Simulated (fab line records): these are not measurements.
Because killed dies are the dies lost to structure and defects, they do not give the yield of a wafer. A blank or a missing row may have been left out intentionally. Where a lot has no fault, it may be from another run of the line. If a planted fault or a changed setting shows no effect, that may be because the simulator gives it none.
fab line records | flow sky130
[record] lots = 12 | wafers = 36 | last_day = 50
route steps=708 shown SONOS_ONO@182 LDD_N@253 LI_CONTACT@371 CONTACT@424 PAD_OPEN@708
lots with no fault: from the same line, run without faults
start_h: hours from the record's first day to the start of the lot's first wafer shown | wait_h: hours since the lot's step before | " as in the row above | L1.1+2: several wafers, shown together as one row | - either no value or no given start | * or withheld: withheld | < > ~ a bound
route shown NAME@n: names a module that has steps shown in the file, with the first one's number in the route | usual: mean/standard deviation of fault-free wafers | same: alike in all rows | chamber/n: place in a boat | sites: the reading at each site | _std_site: standard deviation across them | _edge_site: outer sites' mean less inner sites' | radius_mm: how far each site lies from the wafer's centre | mask NAME#n: copy n | behind: the last tool/chamber to shape the wafer | hold: why the lot was held/for how many hours/how that ended | device: names the non-switching transistor (n, p or np) | end of line: the tests these same wafers got at the end of their route | where a step has no rows: the recipe by itself | killed: not the wafer's yield, but the dies lost to structure and defects at the first sort | map: the dies of a wafer, with x for killed, . for not killed, _ for no die there
set.NAME: the setting that was run; set.NAME@STEP: the one run at that earlier step | model.NAME: the simulator's own value behind a step, which no gauge read
route steps across a sampled set of lots; one table per step, one row per wafer
services: from which hour (start_h, from the record's first day; less than 0 if before it) a tool's chamber was out of use, for how many hours, and why
[[steps]]
[step SKY_SONOS_ONO_OVL_MEAS_14]
[usual] SONOS_ONO_OVL = 1.0/1.3
lot.wafer | tool       | chamber | start_h | wait_h | SONOS_ONO_OVL[nm]
L446.1    | overlay-02 | -       | 276.62  | 0.1    | -0.1
L446.2    | "          | -       | "       | "      | -0.5
L446.5    | "          | -       | "       | "      | 0.8
L449.3    | overlay-01 | -       | 306.42  | 0.1    | 1.1
L449.5    | "          | -       | "       | "      | 2.4
L449.6    | "          | -       | "       | "      | 3.2
L452.2    | overlay-01 | -       | 348.79  | 0.1    | 1.3
L452.4    | "          | -       | "       | "      | 0.4
L452.5    | "          | -       | "       | "      | 2.5
L453.1    | overlay-01 | -       | 350.33  | 0.1    | 1.6
L453.3    | "          | -       | "       | "      | 1.0
L453.6    | "          | -       | "       | "      | 1.2
L455.3    | overlay-02 | -       | 368.90  | 0.1    | 0.0
L455.4    | "          | -       | "       | "      | 1.8
L455.6    | "          | -       | "       | "      | 1.4
L461.1    | overlay-02 | -       | 402.21  | 0.1    | 1.8
L461.4    | "          | -       | "       | "      | 1.6
L461.5    | "          | -       | "       | "      | 3.4
L460.1    | overlay-01 | -       | 407.67  | 0.1    | 0.7
L460.2    | "          | -       | "       | "      | 2.7
L460.5    | "          | -       | "       | "      | 2.2
L463.1    | overlay-02 | -       | 426.41  | 0.1    | 0.6
L463.2    | "          | -       | "       | "      | 0.1
L463.4    | "          | -       | "       | "      | 1.9
L464.1    | overlay-01 | -       | 431.63  | 0.1    | 3.2
L464.2    | "          | -       | "       | "      | 3.7
L464.5    | "          | -       | "       | "      | 3.9
L466.3    | overlay-02 | -       | 448.65  | 0.1    | -0.2
L466.5    | "          | -       | "       | "      | -0.6
L466.6    | "          | -       | "       | "      | 0.2
L467.2    | overlay-01 | -       | 453.29  | 0.1    | 2.1
L467.3    | "          | -       | "       | "      | 0.5
L467.6    | "          | -       | "       | "      | 0.2
L468.1    | overlay-01 | -       | 463.38  | 0.1    | 1.5
L468.3    | "          | -       | "       | "      | -0.4
L468.5    | "          | -       | "       | "      | 0.8
[step SKY_LDD_N_STRIP_16]
[recipe] chemistry = O2/N2 | power_w = 1400 | pressure_mtorr = 1500 | platen_temp_c = withheld | o2_flow_sccm = 3000 | n2_flow_sccm = 300 | overash_fraction = 0.5
[usual] drypump_motor_current_A = 5.7/0.43 | oes_product_au = 0.406/0.0045 | strip_time_to_endpoint_s = 4.321/0.016
lot.wafer | tool            | chamber | start_h | wait_h | drypump_motor_current_A | oes_product_au | rf_hours_counter_h | strip_time_to_endpoint_s
L446.1    | plasma_asher-03 | 0       | 400.60  | 0.1    | 5.0                     | 0.412          | 56                 | 4.317
L446.2    | "               | 1       | "       | "      | 5.8                     | 0.404          | 56                 | 4.314
L446.5    | "               | 0       | "       | "      | 5.0                     | 0.408          | -                  | 4.324
L449.3    | plasma_asher-03 | 1       | 434.28  | 0.1    | 5.9                     | 0.407          | -                  | 4.334
L449.5    | "               | 0       | "       | "      | 4.9                     | 0.412          | -                  | 4.334
L449.6    | "               | 1       | "       | "      | 5.9                     | 0.408          | -                  | 4.322
L452.2    | plasma_asher-02 | 1       | 477.92  | 0.1    | 5.4                     | 0.407          | 5                  | 4.337
L452.4    | "               | 1       | "       | "      | 5.4                     | 0.403          | -                  | 4.343
L452.5    | "               | 0       | "       | "      | 6.2                     | 0.408          | -                  | 4.325
L453.1    | plasma_asher-01 | 1       | 483.89  | 0.1    | 6.1                     | 0.405          | 79                 | 4.343
L453.3    | "               | 0       | "       | "      | 5.7                     | 0.406          | -                  | 4.313
L453.6    | "               | 0       | "       | "      | 5.7                     | 0.400          | -                  | 4.339
L455.3    | plasma_asher-02 | 1       | 501.95  | 0.1    | 5.4                     | 0.403          | -                  | 4.320
L455.4    | "               | 0       | "       | "      | 6.2                     | 0.397          | -                  | 4.323
L455.6    | "               | 0       | "       | "      | 6.2                     | 0.409          | -                  | 4.329
L461.1    | plasma_asher-01 | 0       | 535.39  | 0.1    | 5.7                     | 0.402          | 84                 | 4.297
L461.4    | "               | 0       | "       | "      | 5.7                     | 0.407          | -                  | 4.333
L461.5    | "               | 0       | "       | "      | 5.7                     | 0.405          | -                  | 4.324
L460.1    | plasma_asher-03 | 1       | 541.00  | 0.1    | 5.9                     | 0.412          | 71                 | 4.316
L460.2    | "               | 0       | "       | "      | 4.9                     | 0.407          | 71                 | 4.328
L460.5    | "               | 0       | "       | "      | 5.0                     | 0.403          | -                  | 4.317
L463.1    | plasma_asher-03 | 0       | 557.05  | 0.1    | 5.0                     | 0.405          | 72                 | 4.293
L463.2    | "               | 1       | "       | "      | 5.9                     | 0.406          | 72                 | 4.296
L463.4    | "               | 0       | "       | "      | 5.0                     | 0.411          | -                  | 4.291
L464.1    | plasma_asher-02 | 0       | 563.02  | 0.1    | 6.2                     | 0.404          | 13                 | 4.321
L464.2    | "               | 1       | "       | "      | 5.4                     | 0.402          | 13                 | 4.325
L464.5    | "               | 0       | "       | "      | 6.2                     | 0.401          | -                  | 4.315
L466.3    | plasma_asher-01 | 1       | 579.37  | 0.1    | 6.1                     | 0.409          | -                  | 4.335
L466.5    | "               | 0       | "       | "      | 5.7                     | 0.410          | -                  | 4.315
L466.6    | "               | 1       | "       | "      | 6.1                     | 0.412          | -                  | 4.334
L467.2    | plasma_asher-02 | 0       | 584.07  | 0.1    | 6.2                     | 0.412          | 15                 | 4.299
L467.3    | "               | 1       | "       | "      | 5.4                     | 0.404          | -                  | 4.287
L467.6    | "               | 1       | "       | "      | 5.4                     | 0.417          | -                  | 4.302
L468.1    | plasma_asher-02 | 1       | 592.29  | 0.1    | 5.4                     | 0.408          | 15                 | 4.345
L468.3    | "               | 0       | "       | "      | 6.2                     | 0.404          | -                  | 4.341
L468.5    | "               | 0       | "       | "      | 6.2                     | 0.403          | -                  | 4.338
[step SKY_LI_CONTACT_EXPOSE_09]
[recipe] mask_id = LICM1 | na = 0.8 | source_shape = annular | sigma_inner = 0.55 | sigma_outer = 0.85 | target_cd_nm = 170 | dose_mj = 38
lot.wafer  | tool           | chamber | start_h | wait_h | mask
L446.1+2+5 | krf_scanner-02 | 0       | 657.86  | -      | LICM1#0
L449.3+5+6 | krf_scanner-01 | 0       | 687.86  | -      | LICM1#0
L452.2+4+5 | krf_scanner-01 | 0       | 728.08  | -      | LICM1#0
L453.1+3+6 | krf_scanner-02 | 0       | 734.33  | -      | LICM1#0
L455.3+4+6 | krf_scanner-02 | 0       | 750.89  | -      | LICM1#0
L461.1+4+5 | krf_scanner-01 | 0       | 780.13  | -      | LICM1#0
L460.1+2+5 | krf_scanner-01 | 0       | 783.46  | -      | LICM1#0
L463.1+2+4 | krf_scanner-02 | 0       | 800.10  | -      | LICM1#0
L464.1+2+5 | krf_scanner-01 | 0       | 805.76  | -      | LICM1#0
L466.3+5+6 | krf_scanner-01 | 0       | 816.12  | -      | LICM1#0
L467.2+3+6 | krf_scanner-02 | 0       | 820.05  | -      | LICM1#0
L468.1+3+5 | krf_scanner-02 | 0       | 828.59  | -      | LICM1#0
[step SKY_LI_CONTACT_CD_MEAS_12]
[recipe] target_cd_nm = 170
[usual] cd_nm = 170.5/1.8
lot.wafer | tool      | chamber | start_h | wait_h | cd_nm
L446.1    | cd_sem-02 | -       | 672.08  | -      | 170.9
L446.2    | "         | -       | "       | "      | 169.7
L446.5    | "         | -       | "       | "      | 168.9
L449.3    | cd_sem-02 | -       | 701.21  | -      | 172.4
L449.5    | "         | -       | "       | "      | 172.5
L449.6    | "         | -       | "       | "      | 171.9
L452.2    | cd_sem-01 | -       | 741.00  | -      | 170.2
L452.4    | "         | -       | "       | "      | 171.0
L452.5    | "         | -       | "       | "      | 169.7
L453.1    | cd_sem-02 | -       | 747.75  | -      | 171.0
L453.3    | "         | -       | "       | "      | 169.6
L453.6    | "         | -       | "       | "      | 170.1
L455.3    | cd_sem-02 | -       | 763.49  | -      | 172.6
L455.4    | "         | -       | "       | "      | 172.8
L455.6    | "         | -       | "       | "      | 173.0
L461.1    | cd_sem-02 | -       | 791.93  | -      | 169.4
L461.4    | "         | -       | "       | "      | 170.5
L461.5    | "         | -       | "       | "      | 168.7
L460.1    | cd_sem-01 | -       | 795.48  | -      | 171.0
L460.2    | "         | -       | "       | "      | 171.7
L460.5    | "         | -       | "       | "      | 171.5
L463.1    | cd_sem-02 | -       | 812.50  | -      | 172.5
L463.2    | "         | -       | "       | "      | 172.2
L463.4    | "         | -       | "       | "      | 171.6
L464.1    | cd_sem-02 | -       | 817.31  | -      | 161.5
L464.2    | "         | -       | "       | "      | 153.0
L464.5    | "         | -       | "       | "      | 150.1
L466.3    | cd_sem-01 | -       | 827.44  | -      | 156.0
L466.5    | "         | -       | "       | "      | 114.1
L466.6    | "         | -       | "       | "      | 116.2
L467.2    | cd_sem-02 | -       | 834.06  | -      | 169.0
L467.3    | "         | -       | "       | "      | 169.4
L467.6    | "         | -       | "       | "      | 168.4
L468.1    | cd_sem-01 | -       | 841.61  | -      | 169.5
L468.3    | "         | -       | "       | "      | 171.1
L468.5    | "         | -       | "       | "      | 168.3
[step SKY_CONTACT_ETCH_18]
[recipe] target = Si3N4 | chemistry = CHF3/O2 | stop_on = TiN | source_w = 600 | bias_w = 200 | pressure_mtorr = 40 | chf3_flow_sccm = 50 | O2_flow_sccm = 5 | time_s = 39 | target_depth_a = 750
[usual] drypump_motor_current_A = 6.1/0.39 | oes_product_au = 0.856/0.0081 | throttle_valve_pct = 8.794/0.0084
lot.wafer | tool        | chamber | start_h | wait_h | drypump_motor_current_A | oes_product_au | rf_hours_counter_h | throttle_valve_pct
L446.1    | rie_diel-01 | 3       | -       | -      | 6.7                     | 0.847          | 10                 | 8.791
L446.2    | "           | 0       | "       | "      | 5.3                     | 0.858          | 11                 | 8.781
L446.5    | "           | 0       | "       | "      | 5.2                     | 0.846          | -                  | 8.794
L449.3    | rie_diel-03 | 2       | -       | -      | 6.3                     | 0.847          | 10                 | 8.806
L449.5    | "           | 3       | "       | "      | 6.4                     | 0.858          | -                  | 8.794
L449.6    | "           | 2       | "       | "      | 6.3                     | 0.855          | -                  | 8.794
L452.2    | rie_diel-04 | 3       | -       | -      | 6.5                     | 0.867          | 1                  | 8.798
L452.4    | "           | 3       | "       | "      | 6.6                     | 0.862          | -                  | 8.796
L452.5    | "           | 1       | "       | "      | 5.6                     | 0.875          | -                  | 8.803
L453.1    | rie_diel-03 | 2       | -       | -      | 6.3                     | 0.845          | 11                 | 8.803
L453.3    | "           | 1       | "       | "      | 6.2                     | 0.856          | 25                 | 8.802
L453.6    | "           | 3       | "       | "      | 6.3                     | 0.859          | -                  | 8.794
L455.3    | rie_diel-04 | 1       | -       | -      | 5.7                     | 0.864          | 15                 | 8.788
L455.4    | "           | 2       | "       | "      | 6.4                     | 0.864          | 7                  | 8.800
L455.6    | "           | 0       | "       | "      | 5.6                     | 0.867          | -                  | 8.793
L461.1    | rie_diel-03 | 1       | -       | -      | 6.2                     | 0.846          | 26                 | 8.804
L461.4    | "           | 0       | "       | "      | 5.8                     | 0.847          | 14                 | 8.778
L461.5    | "           | 1       | "       | "      | 6.2                     | 0.854          | -                  | 8.793
L460.1    | rie_diel-03 | 1       | -       | -      | 6.2                     | 0.858          | 27                 | 8.802
L460.2    | "           | 2       | "       | "      | 6.3                     | 0.848          | 13                 | 8.795
L460.5    | "           | 2       | "       | "      | 6.3                     | 0.851          | -                  | 8.791
L463.1    | rie_diel-04 | 1       | -       | -      | 5.7                     | 0.868          | 16                 | 8.811
L463.2    | "           | 2       | "       | "      | 6.4                     | 0.857          | 9                  | 8.807
L463.4    | "           | 1       | "       | "      | 5.6                     | 0.860          | -                  | 8.793
L464.1    | rie_diel-01 | 1       | -       | -      | 5.4                     | 0.844          | 18                 | 8.792
L464.2    | "           | 3       | "       | "      | 6.6                     | 0.845          | 15                 | 8.794
L464.5    | "           | 2       | "       | "      | 5.6                     | 0.859          | -                  | 8.804
L466.3    | rie_diel-03 | 2       | -       | -      | 6.3                     | 0.840          | 14                 | 8.794
L467.2    | rie_diel-03 | 1       | -       | -      | 6.2                     | 0.857          | 27                 | 8.785
L467.3    | "           | 2       | "       | "      | 6.3                     | 0.842          | 15                 | 8.790
L467.6    | "           | 0       | "       | "      | 5.8                     | 0.850          | -                  | 8.793
L468.1    | rie_diel-03 | 2       | -       | -      | 6.3                     | 0.858          | 15                 | 8.786
L468.3    | "           | 0       | "       | "      | 5.8                     | 0.841          | 17                 | 8.790
L468.5    | "           | 3       | "       | "      | 6.3                     | 0.858          | -                  | 8.798
[step SKY_PAD_OPEN_PROBE_99]
[usual] killed_at_M0_to_M3 = 43/6.8 | killed_at_M4_up = 3.2/1.8 | killed_at_contacts = 24/6.2 | killed_at_front_end = 15/4.7 | killed_at_other = 0.4/0.63 | killed_dies = 86/9.6 | killed_on_rim = 17/3.9 | killed_open = 47/6.9 | killed_short = 39/6.3
[same] gross_dies = 492 | killed_at_back_side = 0
lot.wafer | tool      | chamber | start_h | wait_h | killed_at_M0_to_M3 | killed_at_M4_up | killed_at_contacts | killed_at_front_end | killed_at_other | killed_dies | killed_on_rim | killed_open | killed_short
L464.1    | prober-01 | -       | 1176.01 | 0.1    | 44                 | 5               | 19                 | 12                  | 0               | 80          | 12            | 44          | 35
L464.2    | prober-01 | -       | 1176.06 | 0.1    | 53                 | 7               | 34                 | 11                  | 0               | 105         | 17            | 60          | 40
L464.5    | prober-01 | -       | 1176.21 | 0.2    | 46                 | 1               | 33                 | 14                  | 0               | 94          | 25            | 41          | 39
L466.3    | prober-01 | -       | 1178.96 | 0.2    | 39                 | 3               | 10                 | 14                  | 1               | 67          | 15            | 30          | 34
L466.5    | prober-01 | -       | 1179.06 | 0.2    | 38                 | 4               | 431                | 19                  | 0               | 492         | 96            | 45          | 45
L466.6    | prober-01 | -       | 1179.11 | 0.2    | 46                 | 3               | 432                | 11                  | 0               | 492         | 96            | 56          | 37
// killed by level:class
L464.1 VIA1:geometric_particle:open=9 VIA3:geometric_particle:open=8 METAL2:geometric_particle:short=8 CONTACT:geometric_particle:open=7 FIELD_ISO:geometric_particle:open=5 METAL1:geometric_particle:short=5 VIA1:geometric_particle:short=5 POLY_GATE:geometric_particle:open=4
L464.2 CONTACT:geometric_particle:open=16 VIA1:geometric_particle:open=15 LI_CONTACT:geometric_particle:open=8 VIA2:geometric_particle:open=8 VIA1:geometric_particle:short=7 POLY_GATE:geometric_particle:short=5 METAL4:geometric_particle:short=5 VIA3:geometric_particle:open=5
L464.5 LI_CONTACT:area_expose=14 METAL2:geometric_particle:short=9 VIA1:geometric_particle:open=8 LI_CONTACT:geometric_particle:open=7 METAL1:geometric_particle:short=7 CONTACT:geometric_particle:open=6 VIA2:geometric_particle:open=6 POLY_GATE:geometric_particle:short=4
L466.3 VIA3:geometric_particle:open=8 VIA3:geometric_particle:short=5 VIA1:geometric_particle:open=5 METAL2:geometric_particle:short=4 CONTACT:geometric_particle:open=4 METAL1:geometric_particle:short=4 SPACER:geometric_particle:short=3 METAL3:geometric_particle:short=3
L466.5 LI_CONTACT:area_expose=401 CONTACT:geometric_particle:open=9 LOCAL_INTERCONNECT:geometric_particle:short=8 VIA2:geometric_particle:open=8 LI_CONTACT:geometric_particle:open=6 FIELD_ISO:geometric_particle:short=5 CONTACT:geometric_particle:short=5 VIA1:geometric_particle:open=5
L466.6 LI_CONTACT:area_expose=397 LI_CONTACT:geometric_particle:open=15 VIA1:geometric_particle:open=12 CONTACT:geometric_particle:open=11 VIA1:geometric_particle:short=7 METAL2:geometric_particle:short=6 VIA2:geometric_particle:open=6 CONTACT:geometric_particle:short=5
[[services]]
tool           | chamber | start_h | hours | kind
rie_diel-03    | 3       | 403.18  | 3.7   | repair
krf_scanner-01 | -       | 411.97  | 1.0   | pm
krf_scanner-02 | -       | 426.18  | 0.6   | repair
krf_scanner-02 | -       | 439.65  | 1.0   | pm
rie_diel-03    | 0       | 446.87  | 3.9   | repair
rie_diel-03    | 2       | 458.42  | 4.1   | repair
rie_diel-03    | 3       | 464.76  | 5.7   | repair
rie_diel-03    | 2       | 468.06  | 6.0   | repair
krf_scanner-01 | -       | 474.21  | 7.0   | repair
krf_scanner-02 | -       | 477.25  | 0.5   | repair
krf_scanner-01 | -       | 482.98  | 0.8   | pm
krf_scanner-02 | -       | 486.69  | 0.8   | pm
rie_diel-03    | 2       | 504.10  | 5.1   | repair
krf_scanner-02 | -       | 517.78  | 1.3   | pm
krf_scanner-01 | -       | 538.67  | 1.3   | pm
rie_diel-03    | 2       | 539.82  | 7.0   | repair
krf_scanner-01 | -       | 542.77  | 0.5   | repair
krf_scanner-02 | -       | 553.03  | 3.6   | pm
rie_diel-03    | 0       | 710.23  | 3.5   | repair
rie_diel-03    | 3       | 734.24  | 13.3  | repair
rie_diel-03    | 0       | 739.67  | 11.4  | repair
rie_diel-03    | -       | 782.00  | 2.8   | pm
rie_diel-03    | 1       | 852.17  | 34.2  | repair
rie_diel-03    | 2       | 873.53  | 7.4   | repair
[[key]]
[first_sign] step = SKY_LI_CONTACT_CD_MEAS_12 | reading = cd_nm | direction = down | sigmas = 16 | usual = 170.5 | struck = 141.8
[effect] step = SKY_PAD_OPEN_PROBE_99 | reading = killed_at_contacts | direction = up | sigmas = 22 | usual = 24 | struck = 160 | wafers_moved = 3
[more_kills_born_at] SKY_LI_CONTACT_EXPOSE_09@krf_scanner-01 = 817
met_at SKY_LI_CONTACT_EXPOSE_09
struck_lots L464,L466
later_rows_left_out L466.5,L466.6
tester_left_out L464,L466
not_acting_at SKY_SONOS_ONO_OVL_MEAS_14,SKY_LDD_N_STRIP_16,SKY_CONTACT_ETCH_18
onset_between 783.46 805.76
[fault] kind = process_parameter_drift | tool = krf_scanner-01 | chamber = - | onset_h = 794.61 | steps = SKY_LI_CONTACT_EXPOSE_09 | channel = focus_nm | offset = 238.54 | spread_by_wafer = 0.3 | shape = step | end_h = 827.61
// tester_left_out: of these lots the tester's yield and bins aren't shown, on N5 and GAA mostly nor the transistor test; their killed dies are dies lost to structure and defects alone, not to doping, threshold or leakage, so they don't give the yield
// later_rows_left_out: the simulator's readings of these wafers behind a module that went badly wrong aren't trusted and aren't shown, but for the sort
